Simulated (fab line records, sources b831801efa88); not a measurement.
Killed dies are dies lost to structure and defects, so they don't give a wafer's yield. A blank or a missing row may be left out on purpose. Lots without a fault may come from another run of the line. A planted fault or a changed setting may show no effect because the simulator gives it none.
Which tool did it? | flow gf180mcu | 13 lots, 39 wafers sampled, at 5 steps of a route of 602

WHAT THE GAUGES READ, wafer by wafer
GF_HV_LDD_CD_MEAS_19: target cd 400 nm.
lot  | measured     | on        | cd_nm (nm)
L500 | day 10 17:44 | cd_sem-01 | 399.6 399.3 399.9
L501 | day 11 05:20 | cd_sem-02 | 399.2 398.7 398.4
L502 | day 11 06:56 | cd_sem-01 | 398.9 397.3 396.1
L503 | day 11 14:17 | cd_sem-02 | 399.4 398.2 397.7
L507 | day 12 18:15 | cd_sem-02 | 400.2 398.6 396.9
L508 | day 13 00:59 | cd_sem-01 | 400.8 400.3 401.7
L511 | day 14 04:54 | cd_sem-01 | 402.9 401.5 402.8
L512 | day 14 16:09 | cd_sem-02 | 401.1 401.5 399.2
L513 | day 14 20:12 | cd_sem-02 | 402.1 402.9 402.8
L515 | day 15 08:59 | cd_sem-01 | 401.8 400.0 400.5
L521 | day 18 02:49 | cd_sem-01 | 401.7 401.8 401.8
L522 | day 18 06:31 | cd_sem-02 | 401.6 400.8 399.4
L523 | day 18 17:42 | cd_sem-02 | 403.2 403.2 403.4

GF_PSD_RS_MEAS_14: measures by four-point-probe.
lot  | measured     | on            | NSD_RS (ohm/sq)
L500 | day 14 04:34 | film_metro-03 | 46.07 46.19 46.05
L501 | day 14 16:29 | film_metro-04 | 46.21 46.15 45.95
L502 | day 14 19:59 | film_metro-01 | 46.22 46.27 46.16
L503 | day 15 03:44 | film_metro-03 | 46.07 46.15 46.02
L507 | day 16 10:31 | film_metro-03 | 46.11 46.22 46.11
L508 | day 16 18:08 | film_metro-01 | 46.25 46.28 46.19
L511 | day 18 01:07 | film_metro-03 | 46.23 46.00 46.19
L512 | day 18 14:15 | film_metro-03 | 42.27 42.31 42.25
L513 | day 18 20:02 | film_metro-01 | 42.45 42.30 42.24
L515 | day 19 08:22 | film_metro-04 | 42.19 42.12 42.17
L521 | day 22 07:03 | film_metro-01 | 46.17 46.19 46.21
L522 | day 22 10:37 | film_metro-04 | 46.09 46.20 46.26
L523 | day 22 23:13 | film_metro-03 | 46.14 46.06 45.95

GF_PSD_RS_MEAS_15: measures by four-point-probe.
lot  | measured     | on            | PSD_RS (ohm/sq)
L500 | day 14 04:41 | film_metro-03 | 108.47 108.53 108.43
L501 | day 14 16:37 | film_metro-04 | 108.42 108.61 108.47
L502 | day 14 20:07 | film_metro-01 | 108.74 108.77 108.79
L503 | day 15 03:52 | film_metro-03 | 108.44 108.56 108.47
L507 | day 16 10:38 | film_metro-03 | 108.55 108.91 108.55
L508 | day 16 18:16 | film_metro-01 | 108.83 108.94 108.90
L511 | day 18 01:14 | film_metro-03 | 108.92 108.31 108.48
L512 | day 18 14:22 | film_metro-03 | 97.73 97.92 98.04
L513 | day 18 20:10 | film_metro-01 | 97.44 97.55 97.37
L515 | day 19 08:29 | film_metro-04 | 97.82 97.34 97.49
L521 | day 22 07:10 | film_metro-01 | 108.90 109.00 108.63
L522 | day 22 10:44 | film_metro-04 | 108.44 108.30 108.70
L523 | day 22 23:20 | film_metro-03 | 108.44 108.50 108.18

GF_SAB_OVL_MEAS_10.
lot  | measured     | on         | SAB_OVL (nm)
L500 | day 15 01:51 | overlay-02 | -0.2 -0.1 -1.7
L501 | day 15 13:09 | overlay-01 | -4.1 -2.0 -2.2
L502 | day 15 17:17 | overlay-02 | 1.7 1.1 1.2
L503 | day 16 02:06 | overlay-02 | 0.3 -0.5 2.4
L507 | day 17 09:40 | overlay-02 | -1.6 -2.4 -3.3
L508 | day 17 17:20 | overlay-02 | 0.6 0.1 -0.1
L511 | day 19 00:36 | overlay-02 | -1.2 -0.3 -0.9
L512 | day 19 13:55 | overlay-01 | -0.2 -0.6 -0.6
L513 | day 19 20:27 | overlay-02 | -0.7 0.5 -0.9
L515 | day 20 08:57 | overlay-01 | 0.2 -1.9 0.2
L521 | day 23 06:50 | overlay-01 | 0.1 -0.7 0.3
L522 | day 23 09:07 | overlay-02 | -0.7 -0.5 -0.3
L523 | day 23 22:13 | overlay-01 | -0.8 -3.3 -0.7

WHICH TOOL RAN EACH LOT (tool, then ch and the chambers of the sampled wafers, then the start)
lot  | GF_PSD_RTA_13
L500 | rtp_anneal-02 ch 0, day 14 04:29
L501 | rtp_anneal-02 ch 0, day 14 16:23
L502 | rtp_anneal-02 ch 0, day 14 19:54
L503 | rtp_anneal-01 ch 0, day 15 03:38
L507 | rtp_anneal-02 ch 0, day 16 10:26
L508 | rtp_anneal-01 ch 0, day 16 18:03
L511 | rtp_anneal-02 ch 0, day 18 01:01
L512 | rtp_anneal-02 ch 0, day 18 14:10
L513 | rtp_anneal-02 ch 0, day 18 19:56
L515 | rtp_anneal-02 ch 0, day 19 08:17
L521 | rtp_anneal-01 ch 0, day 22 06:58
L522 | rtp_anneal-02 ch 0, day 22 10:32
L523 | rtp_anneal-02 ch 0, day 22 23:08
- GF_PSD_RTA_13: time 20 s.

WHAT THE TOOLS THEMSELVES READ (means of the sampled wafers that have a number; where no wafer has one, the mark that the record gives instead)
GF_PSD_RTA_13.
lot  | tool          | lamp_power_pct (%) | wafer_temp_C_max
L500 | rtp_anneal-02 | 30                 | 1034.0
L501 | rtp_anneal-02 | 30                 | 1031.8
L502 | rtp_anneal-02 | 30                 | 1033.2
L503 | rtp_anneal-01 | 38                 | 1030.7
L507 | rtp_anneal-02 | 30                 | 1034.5
L508 | rtp_anneal-01 | 38                 | 1031.6
L511 | rtp_anneal-02 | 30                 | 1031.4
L512 | rtp_anneal-02 | 32                 | 1032.1
L513 | rtp_anneal-02 | 32                 | 1032.7
L515 | rtp_anneal-02 | 32                 | 1033.8
L521 | rtp_anneal-01 | 38                 | 1030.8
L522 | rtp_anneal-02 | 30                 | 1033.1
L523 | rtp_anneal-02 | 30                 | 1032.2

THE ANSWER, worked out from the rows above alone
Rule: what is usual is taken from the lots themselves. Put in order of their means at a reading, lots are off if they are a third of the lots or fewer, leave a main group of 4 or more, and stand apart from it by a gap of 3 or more times the standard deviation of the main group's means; of several such gaps the widest counts. A main group whose means are all the same, to the digits that the tables above print for the reading, isn't used. A lot without any number at a reading at which 4 lots or more have one is off too. The other lots that the step has rows for count as sound. The gauges are gone through in route order, then the tools' own readings, and for those a lot's mean is taken as printed above. The first step at which some lot is off is used, and at that step the reading that is off furthest; a lot without a number counts as furthest.
Off: L512, L513, L515, at GF_PSD_RS_MEAS_14 (NSD_RS). The main group: mean 46.15 ohm/sq, standard deviation 0.059.
A tool fits if, at a process step before that reading, it ran every lot that is off, and no sound lot after the first of them. The gauges at GF_PSD_RS_MEAS_14 are tried like those tools. None of those tried fits.

WHAT THE SIMULATOR HAD PUT IN
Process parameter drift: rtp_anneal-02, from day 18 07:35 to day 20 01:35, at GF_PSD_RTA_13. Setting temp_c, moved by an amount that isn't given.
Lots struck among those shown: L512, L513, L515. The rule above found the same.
